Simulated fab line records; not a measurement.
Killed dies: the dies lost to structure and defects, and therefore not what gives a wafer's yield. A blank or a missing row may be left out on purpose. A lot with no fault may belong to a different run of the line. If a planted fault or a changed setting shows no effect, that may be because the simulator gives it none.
Lot-split experiment | flow sfq-line | route with 325 steps; 5 lots, 23 wafers read

== THE SPLIT ITSELF ==
At SFQ_TRILAYER_I7_VIA_LITHO_COAT_192 (resist thk 62 nm), the setting resist-thk-nm was moved away from the recipe's 62 nm on 8 of the 23 wafers read, by -5.4% to -4.4%. For the rest of the wafers, this setting stayed at what the recipe calls for.

No step appears in the file between the split and the reading.

== THE READING ==
oes-product-au, in a.u., at SFQ_TRILAYER_I7_VIA_BARC_OPEN_VIA_ETCH_260 (etches BARC in O2, target depth 125 nm, time 41.7 s). Fault-free wafers of this fab line usually give 0.685 a.u., standard deviation 0.0054 a.u.

wafer  | tool, chamber at the split | resist-thk-nm as run, nm | against the recipe | oes-product-au, a.u. | against lot-mates on the recipe
L074.1 | litho-track-02, 0          | 58.66                    | -5.4%              | 0.674                | -0.012
L074.2 | litho-track-02, 0          | 62                       | recipe             | 0.687                | -
L074.3 | litho-track-02, 0          | 62                       | recipe             | 0.692                | -
L074.4 | litho-track-02, 0          | 62                       | recipe             | 0.678                | -
L074.5 | litho-track-02, 0          | 58.66                    | -5.4%              | 0.667                | -0.019
L075.1 | litho-track-03, 0          | 62                       | recipe             | 0.686                | -
L075.3 | litho-track-03, 0          | 62                       | recipe             | 0.685                | -
L075.4 | litho-track-03, 0          | 62                       | recipe             | 0.684                | -
L075.5 | litho-track-03, 0          | 62                       | recipe             | 0.676                | -
L075.6 | litho-track-03, 0          | 62                       | recipe             | 0.685                | -
L079.1 | litho-track-03, 0          | 62                       | recipe             | 0.692                | -
L079.2 | litho-track-03, 0          | 62                       | recipe             | 0.680                | -
L079.5 | litho-track-03, 0          | 62                       | recipe             | 0.682                | -
L082.1 | litho-track-03, 0          | 59.26                    | -4.4%              | 0.673                | -0.020
L082.2 | litho-track-03, 0          | 59.26                    | -4.4%              | 0.669                | -0.024
L082.4 | litho-track-03, 0          | 59.26                    | -4.4%              | 0.668                | -0.025
L082.5 | litho-track-03, 0          | 62                       | recipe             | 0.695                | -
L082.6 | litho-track-03, 0          | 62                       | recipe             | 0.691                | -
L085.1 | litho-track-02, 0          | 59.22                    | -4.5%              | 0.667                | -0.024
L085.2 | litho-track-02, 0          | 62                       | recipe             | 0.689                | -
L085.4 | litho-track-02, 0          | 59.22                    | -4.5%              | 0.676                | -0.015
L085.5 | litho-track-02, 0          | 62                       | recipe             | 0.694                | -
L085.6 | litho-track-02, 0          | 59.22                    | -4.5%              | 0.669                | -0.022

THE FIT
A straight line over all 23 wafers: oes-product-au changes by +0.00338 a.u. for each +1% of resist-thk-nm; r = +0.84; the points scatter about the line by 0.0052 a.u.
The same after taking each lot's own level away (the mean of its wafers on the recipe; 23 wafers): +0.00418 a.u. for each +1%; r = +0.89; scatter 0.005 a.u.
On that fit, the largest move of resist-thk-nm shifts the reading by 0.023 a.u.
The span of the lots' own levels, 0.6832 to 0.6930 a.u., comes to 1.8 times the standard deviation stated above.
Thus the slope moves with the lot-to-lot level: the two fits are different.
Check: for one of the wafers moved furthest among these (-5.4%), held out of the fit, the line's prediction against its lot-mates is -0.025 a.u. It came out at -0.0117 a.u. against them.

== THE OTHER SPLITS THESE WAFERS WENT THROUGH ==
Note: prior to the reading, these wafers also went through further splits. Each is held against what the fit with the lots' levels taken away leaves over:
other split on the same wafers              | wafers away from the commonest value | r with oes-product-au (lot level and that fit taken away)
SFQ_TRILAYER_R5_LITHO_PEB_139 peb-temp-c    | 10                                   | +0.04
SFQ_TRILAYER_I5_LITHO_COAT_144 spin-rpm     | 11                                   | +0.32
SFQ_TRILAYER_M6_DEP_SPUTTER_157 time-s      | 6                                    | +0.22
SFQ_TRILAYER_I6_VIA_LITHO_COAT_169 spin-rpm | 8                                    | +0.22
SFQ_TRILAYER_M7_LITHO_EXPOSE_178 dose-mj    | 10                                   | +0.13

== THE WHOLE CHAIN: every reading that the file lists as answering this split, in the file's order ==
step                                       | what it does                                        | reading                                                                                        | change (the file's fit)                   | r (the file's)
SFQ_TRILAYER_I7_VIA_LITHO_COAT_192         | resist thk 62 nm                                    | BARC_of_TRILAYER_I7_VIA_LITHO_COAT_192.thk-nm (the simulator's own value, which no gauge read) | +0.623 nm for each +1% of the setting     | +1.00
SFQ_TRILAYER_I7_VIA_BARC_OPEN_VIA_ETCH_260 | etches BARC in O2, target depth 125 nm, time 41.7 s | oes-product-au                                                                                 | +0.00399 a.u. for each +1% of the setting | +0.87
SFQ_TRILAYER_I7_VIA_BARC_OPEN_VIA_ETCH_260 | etches BARC in O2, target depth 125 nm, time 41.7 s | etch.depth-nm (the simulator's own value, which no gauge read)                                 | +0.65 nm for each +1% of the setting      | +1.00

== THE FILE'S OWN FIT ==
oes-product-au changes by +0.00399 a.u. for each +1% of resist-thk-nm, r = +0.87.
